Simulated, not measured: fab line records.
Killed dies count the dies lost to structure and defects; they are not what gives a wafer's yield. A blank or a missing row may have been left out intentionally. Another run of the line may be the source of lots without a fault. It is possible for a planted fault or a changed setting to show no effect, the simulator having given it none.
Matching of chambers / flow gf180mcu / GF_STI_ETCH_14 on rie_si-02 has 4 sister chambers
The step etches Si in HBr/Cl2/O2, target depth 360 nm, time 102.9 s. 8 wafers are shown with their chamber, then 7 later ones without.

WAFERS PAIRED WITH THEIR CHAMBERS
wafer=L924.2; chamber=0; drypump_motor_current_A (A)=5.0; oes_product_au (a.u.)=0.995
wafer=L930.1; chamber=1; drypump_motor_current_A (A)=5.3; oes_product_au (a.u.)=0.979
wafer=L930.6; chamber=2; drypump_motor_current_A (A)=5.6; oes_product_au (a.u.)=0.986
wafer=L932.1; chamber=0; drypump_motor_current_A (A)=4.9; oes_product_au (a.u.)=0.975
wafer=L932.4; chamber=1; drypump_motor_current_A (A)=5.4; oes_product_au (a.u.)=0.974
wafer=L932.6; chamber=3; drypump_motor_current_A (A)=6.0; oes_product_au (a.u.)=1.023
wafer=L937.1; chamber=2; drypump_motor_current_A (A)=5.6; oes_product_au (a.u.)=0.990
wafer=L937.2; chamber=3; drypump_motor_current_A (A)=6.0; oes_product_au (a.u.)=1.018

WAFERS WITHOUT THEIR CHAMBER
wafer=L937.3; drypump_motor_current_A (A)=5.0; oes_product_au (a.u.)=0.975
wafer=L940.1; drypump_motor_current_A (A)=5.6; oes_product_au (a.u.)=0.983
wafer=L940.2; drypump_motor_current_A (A)=6.0; oes_product_au (a.u.)=1.027
wafer=L940.5; drypump_motor_current_A (A)=6.0; oes_product_au (a.u.)=1.015
wafer=L943.1; drypump_motor_current_A (A)=4.9; oes_product_au (a.u.)=0.974
wafer=L943.4; drypump_motor_current_A (A)=5.6; oes_product_au (a.u.)=0.986
wafer=L943.5; drypump_motor_current_A (A)=5.9; oes_product_au (a.u.)=1.009

THE CHAMBER EACH PASSED THROUGH
wafer=L937.3; from the rows above=0; in truth=0
wafer=L940.1; from the rows above=2; in truth=2
wafer=L940.2; from the rows above=3; in truth=3
wafer=L940.5; from the rows above=3; in truth=3
wafer=L943.1; from the rows above=0; in truth=0
wafer=L943.4; from the rows above=2; in truth=2
wafer=L943.5; from the rows above=3; in truth=3
Correctly placed: 7 of 7. Can't be placed from these rows: 0. Wrongly placed: 0.
How it was worked out, from the rows above alone: a wafer's distance from a chamber is the root of the sum, over the readings, of the square of ((its reading less the chamber's mean) divided by the reading's scatter). If the next closest chamber is less than 2 further off than the closest, the wafer can't be placed; otherwise it belongs to the closest. Each chamber's mean is taken over the wafers shown for it. The scatter: take each reading less its chamber's mean, square it, sum over the shown wafers, divide by the number of wafers less the number of chambers, and take the root.
